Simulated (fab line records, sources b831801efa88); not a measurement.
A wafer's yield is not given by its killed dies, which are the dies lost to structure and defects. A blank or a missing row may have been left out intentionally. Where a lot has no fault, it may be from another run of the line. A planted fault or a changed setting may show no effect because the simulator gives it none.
fab line records | flow sky130
[record] lots = 4 | wafers = 12 | last-day = 50
route steps=708 shown VIA3@593 METAL4@598 CAP2M@603 PAD_OPEN@708
lots with no fault: from the same line, run without faults
start-h: hours from the record's opening day to when the first of the lot's shown wafers began | wait-h: hours since the lot's step before | " repeats the value in the row above | L1.1+2: several wafers, shown together as one row | - no value present, or no start provided | * or withheld: withheld | < > ~ a bound
route shown NAME@n: NAME is a module with steps in the file, n the number in the route of the first one | usual: average and standard deviation across the fault-free wafers | same: alike in all rows | chamber/n: place in a boat | sites: readings site by site | _std_site: standard deviation across them | _edge_site: inner sites' mean taken away from outer sites' mean | radius-mm: how far each site lies from the wafer's centre | mask NAME#n: copy n | behind: tool/chamber where the wafer was last shaped | hold: why the lot went on hold/how many hours it stayed there/how the hold came to an end | device: names the non-switching transistor (n, p or np) | end of line: the same wafers' tests at the end of the route | a step without rows: its recipe alone | killed: at the first sort, the dies lost to defects and structure; wafer yield is something else | map: per-die view of a wafer (x killed, . not killed, _ where there is no die)
set.NAME: the setting the step ran with; set.NAME@STEP: the setting that earlier step ran with | model.NAME: the simulator's own value behind a step, which no gauge read
lots seen at some steps along the route; tables by step, rows by wafer
services: from which hour (start-h, from the record's first day; less than 0 if before it) a tool's chamber was out of use, for how many hours, and why
[[steps]]
[step SKY_VIA3_SPUTTER_20]
[recipe] material = TiN | target-thk-nm = 20 | chamber-pressure-pa = 5 | power-w = 4000 | time-s = 80
[step SKY_VIA3_CVD_21]
[recipe] material = W | target-thk-nm = 390 | time-s = 117.31 | temp-c = 400 | pressure-torr = 40
[step SKY_VIA3_CMP_24]
[recipe] stop-on = SiO2 | t-overpolish-s = 20 | down-force-psi = 3.5 | platen-rpm = 60 | target-thk-nm = 0 | pad-velocity-m-s = 0.94248
[step SKY_METAL4_SPUTTER_00]
[recipe] material = Ti | target-thk-nm = 15 | power-w = 3000 | time-s = 10 | chamber-pressure-pa = 0.4
[step SKY_METAL4_SPUTTER_01]
[recipe] material = TiN | target-thk-nm = 20 | power-w = 6500 | time-s = 16.7 | chamber-pressure-pa = 0.4
[step SKY_METAL4_SPUTTER_02]
[recipe] material = AlCu | target-thk-nm = 735 | power-w = 10600 | time-s = 39.1 | chamber-pressure-pa = 0.4
[step SKY_METAL4_SPUTTER_03]
[recipe] material = Ti | target-thk-nm = 5 | power-w = 3000 | time-s = 3.3 | chamber-pressure-pa = 0.4
[step SKY_METAL4_SPUTTER_04]
[recipe] material = TiN | target-thk-nm = 70 | power-w = 6500 | time-s = 58.3 | chamber-pressure-pa = 0.4
[step SKY_CAP2M_CVD_00]
[recipe] material = SiO2 | target-thk-nm = 15.5 | temp-c = 400 | time-s = withheld | rf-w = 450
[step SKY_CAP2M_SPUTTER_02]
[recipe] material = TiN | target-thk-nm = 200 | temp-c = 300 | power-w = 6500 | time-s = 166.7 | chamber-pressure-pa = 0.4
[usual] throttle-valve-pct = 30.3/0.68
lot.wafer | tool           | chamber | start-h | wait-h | throttle-valve-pct | model.TiN_of_CAP2M_SPUTTER_02.thk-nm
L965.3    | pvd-sputter-03 | -       | 927.94  | 0.0    | 31.4               | 199.9
L965.4    | "              | -       | "       | "      | 30.7               | 201
L965.6    | "              | -       | "       | "      | 29.9               | 201.9
L974.2    | pvd-sputter-03 | -       | 998.97  | 0.0    | 30.5               | 192.7
L974.3    | "              | -       | "       | "      | 30.8               | 189.5
L974.4    | "              | -       | "       | "      | 29.6               | 191.7
L975.1    | pvd-sputter-03 | -       | 1001.47 | 0.1    | 30.8               | 192.8
L975.4    | "              | -       | "       | "      | 30.5               | 191.8
L975.5    | "              | -       | "       | "      | 30.5               | 192.7
L985.4    | pvd-sputter-04 | -       | 1066.98 | 0.0    | 30.8               | 199.1
L985.5    | "              | -       | "       | "      | 29.9               | 200.8
L985.6    | "              | -       | "       | "      | 30.9               | 200.2
[step SKY_CAP2M_RS_MEAS_03]
[recipe] thk-meas-gauge = four-point-probe | reads = TiN_of_CAP2M_SPUTTER_02
[usual] CAP2M_TIN_RS = 6.93/0.069
lot.wafer | tool          | chamber | start-h | wait-h | CAP2M_TIN_RS[ohm/sq]
L965.3    | film-metro-03 | -       | 928.09  | 0.1    | 6.92
L965.4    | "             | -       | "       | "      | 6.89
L965.6    | "             | -       | "       | "      | 6.85
L974.2    | film-metro-01 | -       | 999.10  | 0.1    | 7.20
L974.3    | "             | -       | "       | "      | 7.30
L974.4    | "             | -       | "       | "      | 7.23
L975.1    | film-metro-03 | -       | 1001.58 | 0.1    | 7.18
L975.4    | "             | -       | "       | "      | 7.23
L975.5    | "             | -       | "       | "      | 7.17
L985.4    | film-metro-01 | -       | 1067.15 | 0.1    | 6.96
L985.5    | "             | -       | "       | "      | 6.90
L985.6    | "             | -       | "       | "      | 6.93
[step SKY_CAP2M_THK_MEAS_04]
[recipe] thk-meas-gauge = xrf | reads = TiN_of_CAP2M_SPUTTER_02
[usual] CAP2M_TIN_THK = 201.3/2
lot.wafer | tool          | chamber | start-h | wait-h | CAP2M_TIN_THK[nm]
L965.3    | film-metro-03 | -       | 928.19  | 0.1    | 201.0
L965.4    | "             | -       | "       | "      | 202.2
L965.6    | "             | -       | "       | "      | 203.2
L974.2    | film-metro-01 | -       | 999.21  | 0.1    | 193.4
L974.3    | "             | -       | "       | "      | 191.1
L974.4    | "             | -       | "       | "      | 193.0
L975.1    | film-metro-03 | -       | 1001.70 | 0.1    | 193.7
L975.4    | "             | -       | "       | "      | 193.0
L975.5    | "             | -       | "       | "      | 194.2
L985.4    | film-metro-01 | -       | 1067.24 | 0.1    | 201.3
L985.5    | "             | -       | "       | "      | 202.7
L985.6    | "             | -       | "       | "      | 202.4
[step SKY_CAP2M_DEHYDRATE_05]
[recipe] temp-c = 200 | time-s = 60
[step SKY_CAP2M_HMDS_06]
[recipe] prime-time-s = 60 | prime-temp-c = 120
[step SKY_CAP2M_COAT_07]
[recipe] resist = NOVOLAK | spin-rpm = 3000 | resist-thk-nm = 1140
[step SKY_CAP2M_SOFTBAKE_08]
[recipe] temp-c = 90 | time-s = 60 | resist = NOVOLAK
[step SKY_CAP2M_EXPOSE_09]
[recipe] mask-id = CAP2M | na = 0.6 | source-shape = conventional | sigma-outer = 0.6 | polarization = unpolarized | target-cd-nm = 1000 | dose-mj = 159
[step SKY_CAP2M_PEB_10]
[recipe] temp-c = withheld | time-s = * | resist = NOVOLAK
[step SKY_CAP2M_DEVELOP_11]
[recipe] resist = NOVOLAK | developer = TMAH | develop-time-s = 60 | dev-temp-c = 23
[step SKY_CAP2M_METAL_ETCH_13]
[recipe] target-depth-nm = 220 | stop-on = SiO2 | chemistry = Cl2/BCl3 | target = TiN | pressure-mtorr = 10 | icp-w = 900 | bias-w = 48.5 | Cl2_flow_sccm = 60 | bcl3-flow-sccm = 30 | time-s = 62.9
[usual] drypump-motor-current-A = 5.9/0.45 | he-backside-leak-sccm = 3.4/0.38 | oes-product-au = 0.940/0.0074 | throttle-valve-pct = 21.902/0.0095
lot.wafer | tool         | chamber | start-h | wait-h | drypump-motor-current-A | he-backside-leak-sccm | oes-product-au | rf-hours-counter-h | throttle-valve-pct | model.etch.depth-nm | model.CAP2M.feature-depth-nm
L965.3    | rie-metal-04 | 1       | 952.20  | 0.0    | 6.5                     | 3.2                   | 0.940          | -                  | 21.899             | 199.9               | 199.9
L965.4    | "            | 0       | "       | "      | 5.7                     | 3.2                   | 0.944          | -                  | 21.889             | 201                 | 201
L965.6    | "            | 0       | "       | "      | 5.7                     | 3.1                   | 0.940          | -                  | 21.897             | 201.9               | 201.9
L974.2    | rie-metal-04 | 0       | 1021.88 | 0.0    | 5.7                     | 3.2                   | 0.918          | 5                  | 21.917             | 192.7               | 192.7
L974.3    | "            | 1       | "       | "      | 6.4                     | 3.0                   | 0.912          | -                  | 21.917             | 189.5               | 189.5
L974.4    | "            | 0       | "       | "      | 5.7                     | 3.5                   | 0.912          | -                  | 21.908             | 191.7               | 191.7
L975.1    | rie-metal-01 | 0       | 1023.98 | 0.0    | 5.9                     | 3.3                   | 0.915          | 14                 | 21.917             | 192.8               | 192.8
L975.4    | "            | 0       | "       | "      | 5.9                     | 3.1                   | 0.924          | -                  | 21.907             | 191.8               | 191.8
L975.5    | "            | 1       | "       | "      | 5.1                     | 3.5                   | 0.919          | -                  | 21.917             | 192.7               | 192.7
L985.4    | rie-metal-04 | 1       | 1087.61 | 0.0    | 6.5                     | 3.3                   | 0.932          | -                  | 21.910             | 199.1               | 199.1
L985.5    | "            | 1       | "       | "      | 6.5                     | 3.2                   | 0.939          | -                  | 21.896             | 200.8               | 200.8
L985.6    | "            | 0       | "       | "      | 5.7                     | 3.0                   | 0.939          | -                  | 21.929             | 200.2               | 200.2
[step SKY_CAP2M_STRIP_14]
[recipe] chemistry = O2/N2 | power-w = 1400 | pressure-mtorr = 1500 | platen-temp-c = withheld | o2-flow-sccm = 3000 | n2-flow-sccm = 300 | overash-fraction = 0.5
[step SKY_CAP2M_STRIP_15]
[recipe] chemistry = post-etch-residue-remover | time-s = 1200 | temp-c = 72.5
[step SKY_CAP2M_CLEAN_16]
[recipe] chemistry = IPA | time-s = 180 | temp-c = 25
[step SKY_CAP2M_CLEAN_17]
[recipe] chemistry = O3/DIW | dry = n2-spin
[step SKY_METAL4_DEHYDRATE_05]
[recipe] temp-c = 200 | time-s = 60
[step SKY_METAL4_HMDS_06]
[recipe] prime-time-s = 60 | prime-temp-c = 120
[step SKY_METAL4_COAT_07]
[recipe] resist = BARC | temp-c = withheld | time-s = withheld | spin-rpm = 3000 | resist-thk-nm = 60
[step SKY_METAL4_COAT_08]
[recipe] resist = KrF-thick | spin-rpm = 3000 | resist-thk-nm = 1140
[step SKY_METAL4_SOFTBAKE_09]
[recipe] temp-c = 100 | time-s = 90 | resist = KrF-thick
[step SKY_METAL4_EXPOSE_10]
[recipe] mask-id = MM4 | na = 0.68 | source-shape = annular | sigma-inner = 0.4 | sigma-outer = 0.8 | target-cd-nm = 300 | dose-mj = 28
[step SKY_METAL4_PEB_11]
[recipe] peb-temp-c = withheld | peb-time-s = withheld | resist = KrF-thick
[step SKY_METAL4_DEVELOP_12]
[recipe] develop-time-s = 60 | resist = KrF-thick | dev-temp-c = 21
[step SKY_METAL4_DESCUM_15]
[recipe] chemistry = O2 | source-power-w = 150 | bias-power-w = 0 | pressure-mtorr = 10 | temp-c = 40 | time-s = 8
[step SKY_METAL4_ETCH_16]
[recipe] chemistry = N2/H2 | target = BARC | ion-energy-ev = 200 | bias-w = 100 | pressure-mtorr = 30 | n2-flow-sccm = 100 | h2-flow-sccm = 200 | icp-w = 500 | stop-on = SiO2 | time-s = 88.2 | target-depth-a = 600
[step SKY_METAL4_ETCH_17]
[recipe] target = SiO2 | stop-on = TiN | chemistry = C4F8/O2/Ar | source-w = 1500 | bias-w = 1200 | pressure-mtorr = 40 | c4f8-flow-sccm = withheld | O2_flow_sccm = 6 | Ar_flow_sccm = 300 | time-s = 3.9 | target-depth-a = 150
[step SKY_METAL4_METAL_ETCH_18]
[recipe] target-depth-a = 8450 | stop-on = SiO2 | over-etch-frac = 0.3 | time-s = 183.1 | chemistry = Cl2/BCl3 | resist-sidewall-deg = 88 | pressure-mtorr = 10 | icp-w = 900 | bias-w = 48.5 | Cl2_flow_sccm = 60 | bcl3-flow-sccm = 30
[step SKY_METAL4_STRIP_20]
[recipe] chemistry = post-etch-residue-remover | time-s = 1200 | temp-c = 72.5
lot.wafer | tool         | chamber | start-h | wait-h | model.TiN_of_CAP2M_SPUTTER_02.thk-nm
L965.3    | wet-bench-01 | 1       | 973.89  | 0.0    | 199.1
L965.4    | "            | 1       | "       | "      | 200.1
L965.6    | "            | 1       | "       | "      | 201.1
L974.2    | wet-bench-01 | 3       | 1045.12 | 0.1    | 191.9
L974.3    | "            | 3       | "       | "      | 188.7
L974.4    | "            | 3       | "       | "      | 190.9
L975.1    | wet-bench-02 | 3       | 1047.42 | 0.1    | 192
L975.4    | "            | 3       | "       | "      | 190.9
L975.5    | "            | 3       | "       | "      | 191.8
L985.4    | wet-bench-01 | 0       | 1109.29 | 0.0    | 198.3
L985.5    | "            | 0       | "       | "      | 199.9
L985.6    | "            | 0       | "       | "      | 199.3
[step SKY_PAD_OPEN_PROBE_99]
[usual] defect-limited-yield = 82.2/1.8 | killed_at_M0_to_M3 = 44/6 | killed_at_M4_up = 3.3/2.1 | killed-at-contacts = 25/5.5 | killed-at-front-end = 15/4.3 | killed-at-other = 0.2/0.41 | killed-dies = 88/9.1 | killed-open = 48/6.6 | killed-short = 39/6.7 | sort_bin_3_pad_short = 0.9/0.4 | sort_bin_5_function = 10.4/1.5 | sort_bin_6_memory = 6.5/1.1 | sort-n-pass = 404/9.1 | sort-yield-pct = 82.2/1.8
[same] gross-dies = 492 | killed-at-back-side = 0 | sort_bin_4_leakage[%] = 0 | sort_bin_8_speed[%] = 0
lot.wafer | tool      | chamber | start-h | wait-h | defect-limited-yield[%] | killed_at_M0_to_M3 | killed_at_M4_up | killed-at-contacts | killed-at-front-end | killed-at-other | killed-dies | killed-open | killed-short | sort_bin_3_pad_short[%] | sort_bin_5_function[%] | sort_bin_6_memory[%] | sort-n-pass | sort-yield-pct[%] | model.etest.cap-mim2.plate-ohm-sq
L965.3    | prober-02 | -       | 1070.01 | 0.2    | 86.0                    | 33                 | 3               | 21                 | 12                  | 0               | 69          | 41          | 28           | 0.4                     | 9.3                    | 4.3                  | 423         | 86.0              | 5.961
L965.4    | prober-02 | -       | 1070.06 | 0.2    | 84.1                    | 41                 | 1               | 21                 | 15                  | 0               | 78          | 40          | 38           | 1.2                     | 9.1                    | 5.5                  | 414         | 84.1              | 5.966
L965.6    | prober-02 | -       | 1070.16 | 0.2    | 85.8                    | 44                 | 2               | 17                 | 7                   | 0               | 70          | 40          | 29           | 0.6                     | 8.7                    | 4.9                  | 422         | 85.8              | 5.913
L974.2    | prober-02 | -       | 1135.52 | 0.1    | 80.1                    | 46                 | 5               | 30                 | 17                  | 0               | 98          | 50          | 48           | 0.6                     | 13.8                   | 5.5                  | 394         | 80.1              | 6.255
L974.3    | prober-02 | -       | 1135.57 | 0.2    | 81.3                    | 39                 | 2               | 36                 | 14                  | 1               | 92          | 45          | 46           | 0.8                     | 10.6                   | 7.3                  | 400         | 81.3              | 6.357
L974.4    | prober-02 | -       | 1135.62 | 0.2    | 83.9                    | 31                 | 2               | 32                 | 13                  | 1               | 79          | 44          | 35           | 0.8                     | 8.3                    | 6.9                  | 413         | 83.9              | 6.285
L975.1    | prober-02 | -       | 1137.50 | 0.1    | 79.7                    | 50                 | 4               | 31                 | 15                  | 0               | 100         | 46          | 54           | 0.6                     | 13.2                   | 6.5                  | 392         | 79.7              | 6.254
L975.4    | prober-02 | -       | 1137.65 | 0.2    | 83.9                    | 34                 | 3               | 22                 | 19                  | 1               | 79          | 43          | 35           | 0.2                     | 10.0                   | 5.9                  | 413         | 83.9              | 6.236
L975.5    | prober-02 | -       | 1137.70 | 0.2    | 81.7                    | 43                 | 1               | 32                 | 14                  | 0               | 90          | 49          | 41           | 1.2                     | 10.6                   | 6.5                  | 402         | 81.7              | 6.289
L985.4    | prober-02 | -       | 1187.96 | 0.2    | 84.3                    | 37                 | 3               | 22                 | 15                  | 0               | 77          | 40          | 37           | 1.6                     | 8.3                    | 5.7                  | 415         | 84.3              | 5.955
L985.5    | prober-02 | -       | 1188.01 | 0.2    | 78.3                    | 54                 | 1               | 38                 | 14                  | 0               | 107         | 69          | 38           | 1.0                     | 12.8                   | 7.9                  | 385         | 78.3              | 5.995
L985.6    | prober-02 | -       | 1188.06 | 0.2    | 85.2                    | 35                 | 1               | 19                 | 18                  | 0               | 73          | 41          | 32           | 0.8                     | 9.8                    | 4.3                  | 419         | 85.2              | 6.101
// killed by level:class
L965.3 LI_CONTACT:geometric-particle:open=10 VIA1:geometric-particle:open=10 CONTACT:geometric-particle:open=5 VIA2:geometric-particle:open=5 FIELD_ISO:geometric-particle:open=4 METAL2:geometric-particle:short=4 POLY_GATE:geometric-particle:short=3 POLY_GATE:geometric-particle:open=3
L965.4 CONTACT:geometric-particle:open=9 VIA1:geometric-particle:open=9 FIELD_ISO:geometric-particle:short=6 VIA2:geometric-particle:open=5 METAL1:geometric-particle:short=5 POLY_GATE:geometric-particle:short=4 METAL2:geometric-particle:short=4 LOCAL_INTERCONNECT:geometric-particle:short=4
L965.6 VIA1:geometric-particle:open=11 VIA2:geometric-particle:open=7 VIA1:geometric-particle:short=6 CONTACT:geometric-particle:open=6 LOCAL_INTERCONNECT:geometric-particle:short=5 VIA3:geometric-particle:open=5 METAL1:geometric-particle:short=4 LI_CONTACT:geometric-particle:open=3
L974.2 CONTACT:geometric-particle:open=14 VIA1:geometric-particle:short=9 LI_CONTACT:geometric-particle:open=7 VIA1:geometric-particle:open=7 VIA3:geometric-particle:open=7 POLY_GATE:geometric-particle:short=5 METAL2:geometric-particle:short=5 CONTACT:geometric-particle:short=5
L974.3 CONTACT:geometric-particle:short=10 VIA1:geometric-particle:open=9 CONTACT:geometric-particle:open=8 VIA2:geometric-particle:open=7 LI_CONTACT:geometric-particle:open=6 LI_CONTACT:geometric-particle:short=5 METAL1:geometric-particle:short=5 LOCAL_INTERCONNECT:geometric-particle:short=5
L974.4 CONTACT:geometric-particle:open=12 LI_CONTACT:geometric-particle:open=7 VIA1:geometric-particle:open=7 LI_CONTACT:geometric-particle:short=5 VIA2:geometric-particle:short=5 LOCAL_INTERCONNECT:geometric-particle:short=4 POLY_GATE:geometric-particle:open=4 FIELD_ISO:geometric-particle:short=3
L975.1 CONTACT:geometric-particle:open=14 VIA1:geometric-particle:short=10 VIA1:geometric-particle:open=9 LI_CONTACT:geometric-particle:short=8 VIA3:geometric-particle:short=6 METAL2:geometric-particle:short=6 VIA3:geometric-particle:open=6 LI_CONTACT:geometric-particle:open=5
L975.4 VIA1:geometric-particle:open=12 CONTACT:geometric-particle:open=9 VIA1:geometric-particle:short=6 CONTACT:geometric-particle:short=5 VIA2:geometric-particle:short=4 POLY_GATE:geometric-particle:short=4 POLY_GATE:geometric-particle:open=4 LI_CONTACT:geometric-particle:open=4
L975.5 LI_CONTACT:geometric-particle:open=12 VIA1:geometric-particle:open=9 CONTACT:geometric-particle:short=6 CONTACT:geometric-particle:open=6 METAL1:geometric-particle:short=6 VIA3:geometric-particle:open=6 LI_CONTACT:geometric-particle:short=5 VIA1:geometric-particle:short=5
L985.4 VIA1:geometric-particle:open=12 CONTACT:geometric-particle:open=8 FIELD_ISO:geometric-particle:open=5 LOCAL_INTERCONNECT:geometric-particle:short=5 VIA1:geometric-particle:short=5 FIELD_ISO:geometric-particle:short=4 LI_CONTACT:geometric-particle:open=4 METAL2:geometric-particle:short=4
L985.5 LI_CONTACT:geometric-particle:open=14 CONTACT:geometric-particle:open=13 VIA2:geometric-particle:open=12 VIA1:geometric-particle:open=10 METAL2:geometric-particle:short=7 VIA3:geometric-particle:open=7 FIELD_ISO:geometric-particle:open=6 VIA2:geometric-particle:short=6
L985.6 VIA1:geometric-particle:open=12 VIA2:geometric-particle:open=7 POLY_GATE:geometric-particle:short=6 CONTACT:geometric-particle:open=6 LI_CONTACT:geometric-particle:open=5 CONTACT:geometric-particle:short=5 FIELD_ISO:geometric-particle:open=4 FIELD_ISO:geometric-particle:short=4
[[services]]
tool           | chamber | start-h | hours | kind
pvd-sputter-03 | -       | 920.18  | 1.9   | repair
pvd-sputter-04 | -       | 942.44  | 1.1   | repair
rie-metal-01   | -       | 954.43  | 2.8   | pm
wet-bench-01   | -       | 964.08  | 1.8   | repair
pvd-sputter-04 | 3       | 964.25  | -     | consumable-replace:kit
pvd-sputter-04 | 3       | 964.25  | 18.0  | scheduled-down
pvd-sputter-04 | 3       | 964.25  | 18.0  | vent-cycle
pvd-sputter-03 | 1       | 970.08  | -     | consumable-replace:kit
pvd-sputter-03 | 1       | 970.08  | 18.0  | scheduled-down
pvd-sputter-03 | 1       | 970.08  | 18.0  | vent-cycle
pvd-sputter-04 | -       | 976.07  | 8.4   | repair
pvd-sputter-03 | -       | 1033.43 | 6.9   | repair
pvd-sputter-04 | 2       | 1045.86 | -     | consumable-replace:kit
pvd-sputter-04 | 2       | 1045.86 | 18.0  | scheduled-down
pvd-sputter-04 | 2       | 1045.86 | 18.0  | vent-cycle
pvd-sputter-04 | -       | 1087.13 | 9.2   | repair
rie-metal-01   | 0       | 1087.74 | 5.5   | repair
rie-metal-01   | 1       | 1089.90 | 21.7  | repair
rie-metal-04   | -       | 1107.30 | 2.8   | pm
[[key]]
[first-sign] step = SKY_CAP2M_RS_MEAS_03 | reading = CAP2M_TIN_RS | direction = up | sigmas = 4.2 | usual = 6.93 | struck = 7.22
[effect] step = SKY_CAP2M_THK_MEAS_04 | reading = CAP2M_TIN_THK | direction = down | sigmas = 4 | usual = 201.3 | struck = 193.1
[effect] step = SKY_CAP2M_METAL_ETCH_13 | reading = oes-product-au | direction = down | sigmas = 3.2 | usual = 0.940 | struck = 0.916
[model-effect] step = SKY_CAP2M_SPUTTER_02 | value = TiN_of_CAP2M_SPUTTER_02.thk-nm | without = 199.5 | struck = 191.9
[model-effect] step = SKY_CAP2M_METAL_ETCH_13 | value = etch.depth-nm | without = 199.5 | struck = 191.9
[model-effect] step = SKY_METAL4_STRIP_20 | value = TiN_of_CAP2M_SPUTTER_02.thk-nm | without = 198.6 | struck = 191
[model-effect] step = SKY_PAD_OPEN_PROBE_99 | value = etest.cap-mim2.plate-ohm-sq | without = 6.041 | struck = 6.279
met-at SKY_CAP2M_SPUTTER_02
struck-wafers L974.2,L974.3,L974.4,L975.1,L975.4,L975.5
onset-between 927.94 998.97
[fault] kind = process-parameter-drift | tool = pvd-sputter-03 | chamber = - | onset-h = 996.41 | steps = SKY_CAP2M_SPUTTER_02 | channel = time-s | offset = * | shape = step | end-h = 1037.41 | acts-in = * | stated = *
